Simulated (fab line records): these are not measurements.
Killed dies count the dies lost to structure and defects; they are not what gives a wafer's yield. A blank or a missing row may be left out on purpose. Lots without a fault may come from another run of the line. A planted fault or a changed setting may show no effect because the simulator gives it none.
fab line records	flow gf180mcu
record lots=13	wafers=39	last_day=34
route steps=602 shown LVPWELL@63 SALICIDE@286 CONTACT@301
lots that met no fault: taken from a fault-free run of the same line
start_h: hours from the record's opening day to when the first of the lot's shown wafers began	wait_h: hours since the lot's step before	" repeats the value in the row above	L1.1+2: several wafers, shown together as one row	- value missing, or start not given	* or withheld: withheld	< > ~ a bound
route shown NAME@n: a module of which the file shows steps, and the number in the route of the first	usual: the fault-free wafers' mean and standard deviation	same: alike in all rows	chamber/n: place in a boat	sites: each site's reading	_std_site: their standard deviation	_edge_site: the outer-site mean with the inner-site mean subtracted	radius_mm: for every site, how far away it sits from the centre of the wafer	mask NAME#n: copy n	behind: the last tool/chamber to shape the wafer	hold: why the lot was held/for how many hours/how that ended	device: the n, p or np transistor that did not switch	end of line: at the end of the route, the tests of the same wafers	step lacking rows: just its recipe	killed: the dies lost at the first sort to structure and to defects; this is not the yield of the wafer	map: per-die view of a wafer (x killed, . not killed, _ where there is no die)
set.NAME: the setting as run; set.NAME@STEP: as run at that earlier step	model.NAME: the simulator's own value behind a step, which no gauge read
a sample of lots followed through the steps of the route, with each step as a table and each wafer as a row
services: a tool's chamber out of use, with start hour (start_h, from the record's first day; less than 0 if before it), hours out, and reason
## steps
# step GF_LVPWELL_IMPLANT_09
# recipe species=B	energy_kev=60	dose_cm2=5e+12	tilt_deg=0
# usual tilt_deg=-0.004/0.02
lot.wafer	tool	chamber	start_h	wait_h	tilt_deg
L312.2	implanter-02	0	68.96	0.1	0.010
L312.5	"	0	"	"	0.006
L312.6	"	0	"	"	0.002
L314.1	implanter-02	0	79.94	0.1	-0.004
L314.2	"	0	"	"	-0.047
L314.4	"	0	"	"	0.000
L315.1	implanter-01	0	87.91	0.1	-0.043
L315.3	"	0	"	"	-0.014
L315.6	"	0	"	"	-0.028
L316.2	implanter-03	0	90.47	0.1	-0.021
L316.4	"	0	"	"	-0.017
L316.6	"	0	"	"	-0.016
L317.1	implanter-03	0	97.69	0.1	-0.029
L317.3	"	0	"	"	-0.001
L317.6	"	0	"	"	-0.032
L318.2	implanter-02	0	103.47	0.1	0.011
L318.4	"	0	"	"	0.010
L318.6	"	0	"	"	0.020
L321.2	implanter-01	0	119.92	0.1	-0.005
L321.3	"	0	"	"	0.001
L321.6	"	0	"	"	0.017
L323.2	implanter-03	0	130.58	0.1	0.000
L323.4	"	0	"	"	-0.018
L323.6	"	0	"	"	0.003
L323.2	implanter-03	0	131.06	0.5	0.011
L323.4	"	0	"	"	0.022
L323.6	"	0	"	"	0.026
L326.2	implanter-01	0	156.21	0.1	0.009
L326.3	"	0	"	"	-0.002
L326.6	"	0	"	"	0.034
L326.2	implanter-01	0	156.53	0.3	-0.013
L326.3	"	0	"	"	-0.013
L326.6	"	0	"	"	0.008
L329.2	implanter-03	0	165.08	0.1	-0.013
L329.3	"	0	"	"	-0.012
L329.4	"	0	"	"	-0.016
L331.3	implanter-01	0	180.24	0.1	0.022
L331.5	"	0	"	"	0.008
L331.6	"	0	"	"	0.022
L332.2	implanter-03	0	184.06	0.1	-0.013
L332.4	"	0	"	"	-0.013
L332.6	"	0	"	"	0.013
L335.1	implanter-01	0	198.86	0.1	-0.015
L335.2	"	0	"	"	-0.007
L335.4	"	0	"	"	-0.015
# step GF_LVPWELL_TW_MEAS_11
# usual LVPWELL_TW=563/7.3
lot.wafer	tool	chamber	start_h	wait_h	LVPWELL_TW
L312.2	film_metro-04	-	69.20	0.1	566
L312.5	"	-	"	"	566
L312.6	"	-	"	"	567
L314.1	film_metro-04	-	80.19	0.1	566
L314.2	"	-	"	"	565
L314.4	"	-	"	"	567
L315.1	film_metro-01	-	88.16	0.1	551
L315.3	"	-	"	"	552
L315.6	"	-	"	"	553
L316.2	film_metro-03	-	90.70	0.1	567
L316.4	"	-	"	"	568
L316.6	"	-	"	"	567
L317.1	film_metro-01	-	97.94	0.1	554
L317.3	"	-	"	"	551
L317.6	"	-	"	"	554
L318.2	film_metro-03	-	103.70	0.1	567
L318.4	"	-	"	"	572
L318.6	"	-	"	"	574
L321.2	film_metro-04	-	120.15	0.1	566
L321.3	"	-	"	"	566
L321.6	"	-	"	"	565
L323.2	film_metro-03	-	131.42	0.2	605
L323.4	"	-	"	"	604
L323.6	"	-	"	"	600
L326.2	film_metro-04	-	156.77	0.1	596
L326.3	"	-	"	"	597
L326.6	"	-	"	"	600
L329.2	film_metro-04	-	165.37	0.1	566
L329.3	"	-	"	"	567
L329.4	"	-	"	"	565
L331.3	film_metro-01	-	180.46	0.1	554
L331.5	"	-	"	"	555
L331.6	"	-	"	"	553
L332.2	film_metro-01	-	184.30	0.1	554
L332.4	"	-	"	"	553
L332.6	"	-	"	"	554
L335.1	film_metro-01	-	199.11	0.1	551
L335.2	"	-	"	"	551
L335.4	"	-	"	"	553
# step GF_VT_IMPLANT_RS_MEAS_48
# recipe thk_meas_gauge=four-point-probe
# usual LVPWELL_RS=1196/3.4
lot.wafer	tool	chamber	start_h	wait_h	LVPWELL_RS[ohm/sq]
L312.2	film_metro-04	-	157.61	0.1	1193
L312.5	"	-	"	"	1195
L312.6	"	-	"	"	1191
L314.1	film_metro-03	-	169.76	0.1	1198
L314.2	"	-	"	"	1201
L314.4	"	-	"	"	1200
L315.1	film_metro-01	-	179.01	0.1	1198
L315.3	"	-	"	"	1200
L315.6	"	-	"	"	1199
L316.2	film_metro-01	-	181.88	0.1	1201
L316.4	"	-	"	"	1199
L316.6	"	-	"	"	1198
L317.1	film_metro-03	-	191.64	0.1	1201
L317.3	"	-	"	"	1202
L317.6	"	-	"	"	1198
L318.2	film_metro-03	-	199.28	0.1	1192
L318.4	"	-	"	"	1192
L318.6	"	-	"	"	1192
L321.2	film_metro-03	-	217.83	0.1	1200
L321.3	"	-	"	"	1197
L321.6	"	-	"	"	1195
L323.2	film_metro-03	-	230.93	0.1	1032
L323.4	"	-	"	"	1031
L323.6	"	-	"	"	1029
L326.2	film_metro-03	-	262.45	0.1	1033
L326.3	"	-	"	"	1030
L326.6	"	-	"	"	1028
L329.2	film_metro-01	-	273.46	0.1	1195
L329.3	"	-	"	"	1197
L329.4	"	-	"	"	1193
L331.3	film_metro-04	-	289.35	0.1	1194
L331.5	"	-	"	"	1194
L331.6	"	-	"	"	1193
L332.2	film_metro-03	-	295.04	0.1	1199
L332.4	"	-	"	"	1200
L332.6	"	-	"	"	1201
L335.1	film_metro-04	-	312.96	0.1	1192
L335.2	"	-	"	"	1195
L335.4	"	-	"	"	1194
# step GF_SALICIDE_RTA_08
# recipe temp_c=800	time_s=30	ambient=N2
# usual lamp_power_pct=17.6/1.3	wafer_temp_C_max=804.7/1.1
lot.wafer	tool	chamber	start_h	wait_h	lamp_power_pct	wafer_temp_C_max
L312.2	rtp_anneal-02	0	338.32	0.0	18.7	803.8
L312.5	"	0	"	"	18.6	804.6
L312.6	"	0	"	"	18.6	803.6
L314.1	rtp_anneal-02	0	354.09	0.0	18.6	805.3
L314.2	"	0	"	"	18.6	805.0
L314.4	"	0	"	"	18.7	805.6
L315.1	rtp_anneal-02	0	365.62	0.0	18.6	805.8
L315.3	"	0	"	"	18.7	804.9
L315.6	"	0	"	"	18.6	803.1
L316.2	rtp_anneal-01	0	369.47	0.0	15.9	805.4
L316.4	"	0	"	"	15.9	805.5
L316.6	"	0	"	"	15.9	805.5
L317.1	rtp_anneal-02	0	381.31	0.0	18.6	805.5
L317.3	"	0	"	"	18.6	806.6
L317.6	"	0	"	"	18.6	805.1
L318.2	rtp_anneal-01	0	395.06	0.0	15.9	804.6
L318.4	"	0	"	"	15.9	805.0
L318.6	"	0	"	"	15.9	804.3
L321.2	rtp_anneal-02	0	416.65	0.0	18.7	803.8
L321.3	"	0	"	"	18.7	803.9
L321.6	"	0	"	"	18.6	804.1
L323.2	rtp_anneal-02	0	435.96	0.0	18.7	803.2
L323.4	"	0	"	"	18.6	804.5
L323.6	"	0	"	"	18.7	803.5
L326.2	rtp_anneal-01	0	473.51	0.0	15.9	805.3
L326.3	"	0	"	"	15.9	805.4
L326.6	"	0	"	"	15.9	805.4
L329.2	rtp_anneal-01	0	488.10	0.0	15.9	807.0
L329.3	"	0	"	"	15.9	804.8
L329.4	"	0	"	"	15.9	805.2
L331.3	rtp_anneal-02	0	506.81	0.0	18.6	804.6
L331.5	"	0	"	"	18.6	805.2
L331.6	"	0	"	"	18.6	804.2
L332.2	rtp_anneal-02	0	515.13	0.0	18.6	804.3
L332.4	"	0	"	"	18.7	804.5
L332.6	"	0	"	"	18.7	804.5
L335.1	rtp_anneal-01	0	533.19	0.0	15.9	806.3
L335.2	"	0	"	"	16.0	806.4
L335.4	"	0	"	"	15.9	805.9
# step GF_CONTACT_CD_MEAS_14
# recipe target_cd_nm=220
# usual cd_nm=219.9/1.6
lot.wafer	tool	chamber	start_h	wait_h	cd_nm
L312.2	cd_sem-02	-	360.92	0.1	221.3
L312.5	"	-	"	"	222.2
L312.6	"	-	"	"	222.7
L314.1	cd_sem-02	-	376.85	0.1	219.2
L314.2	"	-	"	"	220.6
L314.4	"	-	"	"	219.8
L315.1	cd_sem-01	-	388.47	0.1	221.0
L315.3	"	-	"	"	221.0
L315.6	"	-	"	"	221.5
L316.2	cd_sem-01	-	392.07	0.1	216.9
L316.4	"	-	"	"	217.4
L316.6	"	-	"	"	217.2
L317.1	cd_sem-02	-	404.40	0.1	219.9
L317.3	"	-	"	"	221.0
L317.6	"	-	"	"	221.0
L318.2	cd_sem-01	-	418.99	0.1	222.4
L318.4	"	-	"	"	219.8
L318.6	"	-	"	"	221.0
L321.2	cd_sem-01	-	441.32	0.1	217.7
L321.3	"	-	"	"	218.9
L321.6	"	-	"	"	218.4
L323.2	cd_sem-02	-	460.57	0.1	217.7
L323.4	"	-	"	"	217.9
L323.6	"	-	"	"	217.6
L326.2	cd_sem-02	-	497.77	0.1	218.1
L326.3	"	-	"	"	219.0
L326.6	"	-	"	"	217.4
L329.2	cd_sem-02	-	512.77	0.1	216.8
L329.3	"	-	"	"	218.6
L329.4	"	-	"	"	219.3
L331.3	cd_sem-01	-	529.99	0.1	221.7
L331.5	"	-	"	"	221.5
L331.6	"	-	"	"	221.2
L332.2	cd_sem-02	-	538.77	0.1	221.4
L332.4	"	-	"	"	221.3
L332.6	"	-	"	"	220.1
L335.1	cd_sem-01	-	556.10	0.1	218.1
L335.2	"	-	"	"	219.5
L335.4	"	-	"	"	218.5
# step GF_CONTACT_OVL_MEAS_15
# usual CONTACT_OVL=0/4.7
lot.wafer	tool	chamber	start_h	wait_h	CONTACT_OVL[nm]
L312.2	overlay-02	-	361.03	0.1	1
L312.5	"	-	"	"	0
L312.6	"	-	"	"	-1
L314.1	overlay-01	-	376.97	0.1	-1
L314.2	"	-	"	"	2
L314.4	"	-	"	"	-3
L315.1	overlay-02	-	388.59	0.1	13
L315.3	"	-	"	"	2
L315.6	"	-	"	"	10
L316.2	overlay-02	-	392.18	0.1	0
L316.4	"	-	"	"	3
L316.6	"	-	"	"	5
L317.1	overlay-02	-	404.52	0.1	-3
L317.3	"	-	"	"	1
L317.6	"	-	"	"	-2
L318.2	overlay-02	-	419.10	0.1	2
L318.4	"	-	"	"	4
L318.6	"	-	"	"	-1
L321.2	overlay-01	-	441.42	0.1	-7
L321.3	"	-	"	"	-4
L321.6	"	-	"	"	-8
L323.2	overlay-01	-	460.67	0.1	-5
L323.4	"	-	"	"	-2
L323.6	"	-	"	"	3
L326.2	overlay-02	-	497.87	0.1	-3
L326.3	"	-	"	"	1
L326.6	"	-	"	"	1
L329.2	overlay-02	-	512.87	0.1	-3
L329.3	"	-	"	"	2
L329.4	"	-	"	"	3
L331.3	overlay-02	-	530.08	0.1	-3
L331.5	"	-	"	"	1
L331.6	"	-	"	"	1
L332.2	overlay-02	-	538.87	0.1	2
L332.4	"	-	"	"	8
L332.6	"	-	"	"	-2
L335.1	overlay-02	-	556.22	0.1	-3
L335.2	"	-	"	"	0
L335.4	"	-	"	"	2
## services
tool	chamber	start_h	hours	kind
implanter-02	-	61.05	5.5	repair
implanter-03	-	77.81	10.5	repair
implanter-01	-	88.31	5.3	pm
implanter-01	-	128.82	2.2	repair
implanter-02	-	182.37	4.0	repair
implanter-03	-	245.56	3.9	repair
implanter-02	-	249.48	2.5	pm
implanter-02	-	250.41	2.3	repair
implanter-02	-	252.69	2.5	pm
implanter-02	-	255.31	2.0	repair
implanter-03	-	259.38	0.5	repair
implanter-02	-	287.11	5.7	repair
implanter-03	-	296.89	4.0	repair
implanter-03	-	304.03	3.3	pm
implanter-02	-	318.42	3.3	repair
implanter-02	-	328.80	7.4	pm
implanter-01	-	335.93	1.6	repair
rtp_anneal-01	-	355.82	4.3	pm
rtp_anneal-02	-	375.91	1.5	repair
implanter-03	-	406.56	1.1	repair
implanter-01	-	441.50	3.2	pm
implanter-03	-	461.98	2.9	pm
implanter-01	-	475.55	3.9	repair
rtp_anneal-02	-	482.18	4.9	pm
## key
first_sign step=GF_LVPWELL_IMPLANT_09	reading=visit	direction=added
effect step=GF_LVPWELL_TW_MEAS_11	reading=LVPWELL_TW	direction=up	sigmas=5.1	usual=563	struck=600
effect step=GF_VT_IMPLANT_RS_MEAS_48	reading=LVPWELL_RS	direction=down	sigmas=49	usual=1196	struck=1030
met_at GF_LVPWELL_IMPLANT_09
struck_lots L323,L326
tester_left_out L323,L326
not_acting_at GF_SALICIDE_RTA_08,GF_CONTACT_CD_MEAS_14,GF_CONTACT_OVL_MEAS_15
fault kind=repeated_step_whole	tool=implanter-01,implanter-02,implanter-03	chamber=-	onset_h=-	steps=GF_LVPWELL_IMPLANT_09	times=1	scope=struck_lots_only
# tester_left_out: of these lots the tester's yield and bins aren't shown, on N5 and GAA mostly nor the transistor test; their killed dies are dies lost to structure and defects alone, not to doping, threshold or leakage, so they don't give the yield
